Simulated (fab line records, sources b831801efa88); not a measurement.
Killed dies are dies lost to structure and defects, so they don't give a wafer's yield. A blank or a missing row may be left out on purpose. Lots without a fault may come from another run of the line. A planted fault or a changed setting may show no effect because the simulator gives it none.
fab line records | flow sfq_line
record lots=13 wafers=39 last_day=91
route steps=325 shown M1@59
lots that met no fault: from a run of the same line without faults
start_h: hours from the record's first day to the start of the lot's first wafer shown | wait_h: hours since the lot's step before | " the same as in the row above | L1.1+2: a row that stands for several wafers | - no value, or no start given | * or withheld: withheld | < > ~ a bound
route shown NAME@n: a module of which the file shows steps, and the number in the route of the first | usual: mean/standard deviation of fault-free wafers | same: alike in all rows | chamber/n: place in a boat | sites: the reading at each site | _std_site: their standard deviation | _edge_site: outer sites' mean less inner sites' | radius_mm: how far each site lies from the wafer's centre | mask NAME#n: copy n | behind: the tool/chamber that last shaped the wafer | hold: why the lot was held/for how many hours/how that ended | device: the transistor (n, p or np) that didn't switch | end of line: the same wafers' tests at the end of the route | a step without rows: its recipe alone | killed: dies lost to structure and defects at the first sort, not the wafer's yield | map: a wafer's dies, x killed, . not, _ none there
set.NAME: the setting as run; set.NAME@STEP: as run at that earlier step | model.NAME: the simulator's own value behind a step, which no gauge read
steps of the route over a sample of lots; a table a step, a row a wafer
services: from which hour (start_h, from the record's first day; less than 0 if before it) a tool's chamber was out of use, for how many hours, and why
## steps
# step SFQ_TRILAYER_M1_DEP_SPUTTER_037
# recipe material=Nb base_pressure_pa=1.33e-06 chamber_pressure_pa=0.1333 substrate_temp_c=20 resputter_cathode_voltage_v=400 target_thk_nm=200 power_w=2000 time_s=133.3
# usual base_pressure_pa=1.32e-06/1e-07 throttle_valve_pct=30.3/0.91
# columns lot.wafer tool chamber start_h wait_h base_pressure_pa throttle_valve_pct
L450.3 pvd_sputter-03 - 390.50 0.0 1.34e-06 31.4
L450.4 " - " " 1.4e-06 27.8
L450.6 " - " " 1.38e-06 27.9
L452.1 pvd_sputter-05 - 397.69 0.0 1.37e-06 31.0
L452.3 " - " " 1.45e-06 30.3
L452.4 " - " " 1.37e-06 30.5
L453.2 pvd_sputter-04 - 399.49 0.0 1.51e-06 29.8
L453.5 " - " " 1.25e-06 30.9
L453.6 " - " " 1.17e-06 29.7
L454.1 pvd_sputter-05 - 401.89 0.0 1.35e-06 30.4
L454.2 " - " " 1.41e-06 30.6
L454.4 " - " " 1.51e-06 31.1
L456.2 pvd_sputter-05 - 406.69 0.0 1.45e-06 31.1
L456.4 " - " " 1.3e-06 30.6
L456.5 " - " " 1.36e-06 30.7
L457.4 pvd_sputter-05 - 409.11 0.0 1.39e-06 30.5
L457.5 " - " " 1.29e-06 30.1
L457.6 " - " " 1.45e-06 29.9
L458.3 pvd_sputter-04 - 452.54 0.0 1.33e-06 30.0
L458.4 " - " " 1.24e-06 29.0
L458.6 " - " " 1.34e-06 30.8
L459.2 pvd_sputter-05 - 457.47 0.0 1.22e-06 30.9
L459.3 " - " " 1.36e-06 30.6
L459.6 " - " " 1.55e-06 31.1
L460.1 pvd_sputter-05 - 500.05 0.0 1.34e-06 30.8
L460.4 " - " " 1.33e-06 30.0
L460.5 " - " " 1.32e-06 30.5
L468.2 pvd_sputter-05 - 595.70 0.0 1.33e-06 30.5
L468.4 " - " " 1.41e-06 30.3
L468.5 " - " " 1.38e-06 30.8
L469.1 pvd_sputter-04 - 599.77 0.0 1.33e-06 29.9
L469.4 " - " " 1.47e-06 31.6
L469.5 " - " " 1.55e-06 30.0
L470.1 pvd_sputter-04 - 603.59 0.0 1.37e-06 31.0
L470.5 " - " " 1.34e-06 29.2
L470.6 " - " " 1.36e-06 30.6
L472.1 pvd_sputter-05 - 622.79 0.0 1.32e-06 30.8
L472.2 " - " " 1.26e-06 30.6
L472.3 " - " " 1.27e-06 30.1
# step SFQ_M1_RS_MEAS_909
# recipe thk_meas_gauge=four-point-probe reads=Nb_of_TRILAYER_M1_DEP_SPUTTER_037
# usual M1_NB_RS=0.889/0.0088
# columns lot.wafer tool chamber start_h wait_h M1_NB_RS[ohm/sq]
L450.3 film_metro-03 - 390.64 0.1 0.885
L450.4 " - " " 0.883
L450.6 " - " " 0.885
L452.1 film_metro-01 - 397.79 0.0 0.883
L452.3 " - " " 0.881
L452.4 " - " " 0.877
L453.2 film_metro-03 - 399.61 0.1 0.876
L453.5 " - " " 0.879
L453.6 " - " " 0.871
L454.1 film_metro-04 - 401.99 0.0 0.883
L454.2 " - " " 0.882
L454.4 " - " " 0.887
L456.2 film_metro-03 - 406.81 0.1 0.873
L456.4 " - " " 0.879
L456.5 " - " " 0.876
L457.4 film_metro-01 - 409.26 0.1 0.883
L457.5 " - " " 0.888
L457.6 " - " " 0.891
L458.3 film_metro-01 - 452.67 0.1 0.888
L458.4 " - " " 0.888
L458.6 " - " " 0.883
L459.2 film_metro-04 - 457.58 0.1 0.888
L459.3 " - " " 0.891
L459.6 " - " " 0.888
L460.1 film_metro-01 - 500.14 0.0 1.518
L460.4 " - " " 0.888
L460.5 " - " " 1.515
L468.2 film_metro-03 - 595.81 0.1 0.896
L468.4 " - " " 0.896
L468.5 " - " " 0.893
L469.1 film_metro-03 - 599.86 0.0 0.885
L469.4 " - " " 0.887
L469.5 " - " " 0.877
L470.1 film_metro-01 - 603.69 0.0 0.897
L470.5 " - " " 0.893
L470.6 " - " " 0.889
L472.1 film_metro-01 - 622.89 0.0 0.904
L472.2 " - " " 0.899
L472.3 " - " " 0.907
# step SFQ_TRILAYER_M1_ETCH_METAL_ETCH_042
# recipe target=Nb stop_on=SiO2 mask_material=PR chemistry=Cl2/Ar target_depth_nm=240 icp_w=600 bias_w=80 pressure_mtorr=10 time_s=120
# usual drypump_motor_current_A=5.8/0.4 he_backside_leak_sccm=3.4/0.42 oes_product_au=0.895/0.006
# columns lot.wafer tool chamber start_h wait_h drypump_motor_current_A he_backside_leak_sccm oes_product_au rf_hours_counter_h
L450.3 rie_metal-03 1 546.07 0.5 6.0 3.3 0.899 -
L450.4 " 0 " " 6.1 3.7 0.902 -
L450.6 " 0 " " 6.1 3.7 0.896 -
L452.1 rie_metal-02 1 558.80 0.0 5.5 3.1 0.904 17
L452.3 " 0 " " 6.3 3.1 0.901 -
L452.4 " 1 " " 5.5 3.1 0.905 -
L453.2 rie_metal-02 1 561.20 0.0 5.4 3.1 0.897 17
L453.5 " 0 " " 6.2 3.1 0.900 -
L453.6 " 1 " " 5.4 3.2 0.911 -
L454.1 rie_metal-04 0 563.60 0.0 5.1 3.5 0.906 125
L454.2 " 1 " " 5.8 3.3 0.896 35
L454.4 " 1 " " 5.8 3.2 0.892 -
L456.2 rie_metal-04 0 568.40 0.0 5.1 3.4 0.910 126
L456.4 " 0 " " 5.1 3.5 0.895 -
L456.5 " 1 " " 5.9 3.2 0.902 -
L457.4 rie_metal-04 0 573.25 0.1 5.1 3.4 0.899 -
L457.5 " 1 " " 5.8 3.1 0.894 -
L457.6 " 0 " " 5.1 3.5 0.896 -
L458.3 rie_metal-02 0 618.34 0.1 6.3 3.1 0.900 -
L458.4 " 1 " " 5.4 3.1 0.895 -
L458.6 " 1 " " 5.4 3.0 0.898 -
L459.2 rie_metal-03 0 624.30 0.0 6.1 3.8 0.911 102
L459.3 " 1 " " 6.0 3.5 0.896 -
L459.6 " 0 " " 6.1 3.7 0.890 -
L460.1 rie_metal-02 1 663.50 0.0 5.4 3.1 0.678 32
L460.4 " 1 " " 5.5 3.2 0.897 -
L460.5 " 0 " " 6.3 3.1 0.688 -
L468.2 rie_metal-02 1 768.25 0.0 5.4 3.4 0.900 46
L468.4 " 1 " " 5.4 3.5 0.887 -
L468.5 " 0 " " 6.3 3.1 0.893 -
L469.1 rie_metal-03 1 771.85 0.0 6.0 3.4 0.894 68
L469.4 " 1 " " 6.0 3.3 0.895 -
L469.5 " 1 " " 6.0 3.4 0.898 -
L470.1 rie_metal-04 1 775.45 0.0 5.9 3.2 0.899 66
L470.5 " 0 " " 5.1 3.2 0.894 -
L470.6 " 1 " " 5.9 3.2 0.888 -
L472.1 rie_metal-03 1 786.25 0.0 6.0 3.3 0.889 70
L472.2 " 0 " " 6.1 3.7 0.886 124
L472.3 " 0 " " 6.1 3.7 0.889 -
## services
# columns tool chamber start_h hours kind
rie_metal-02 1 421.05 - clean
rie_metal-02 1 421.05 14.1 scheduled_down
rie_metal-02 1 421.05 14.1 vent_cycle
pvd_sputter-05 0 435.06 - consumable_replace:kit
pvd_sputter-05 0 435.06 18.0 scheduled_down
pvd_sputter-05 0 435.06 18.0 vent_cycle
rie_metal-02 0 441.72 - clean
rie_metal-02 0 441.72 18.5 scheduled_down
rie_metal-02 0 441.72 18.5 vent_cycle
rie_metal-04 - 448.85 15.6 pm
rie_metal-02 - 469.75 0.6 repair
pvd_sputter-03 - 477.43 3.2 repair
rie_metal-02 1 502.60 2.3 repair
pvd_sputter-04 - 505.35 7.5 repair
rie_metal-03 - 521.13 4.4 repair
pvd_sputter-05 - 522.14 1.0 repair
rie_metal-02 0 580.57 3.7 repair
rie_metal-04 0 679.11 6.2 repair
rie_metal-03 0 679.18 2.1 repair
pvd_sputter-05 - 682.48 3.6 repair
rie_metal-04 0 691.56 - clean
rie_metal-04 1 703.01 1.0 repair
pvd_sputter-03 - 723.15 0.9 repair
rie_metal-02 1 747.28 5.9 repair
## key
first_sign step=SFQ_M1_RS_MEAS_909 reading=M1_NB_RS direction=up sigmas=71 usual=0.889 struck=1.517
effect step=SFQ_TRILAYER_M1_ETCH_METAL_ETCH_042 reading=oes_product_au direction=down sigmas=35 usual=0.895 struck=0.683
met_at SFQ_TRILAYER_M1_DEP_SPUTTER_037
struck_lots L460
struck_wafers L460.1,L460.5
onset_between 457.47 500.05
fault kind=process_parameter_drift tool=pvd_sputter-05 chamber=- onset_h=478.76 steps=SFQ_TRILAYER_M1_DEP_SPUTTER_037 channel=target_thk_nm offset=-83.086 shape=step end_h=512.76 acts_in=these_recipes_only stated=200 scope=struck_wafers_only
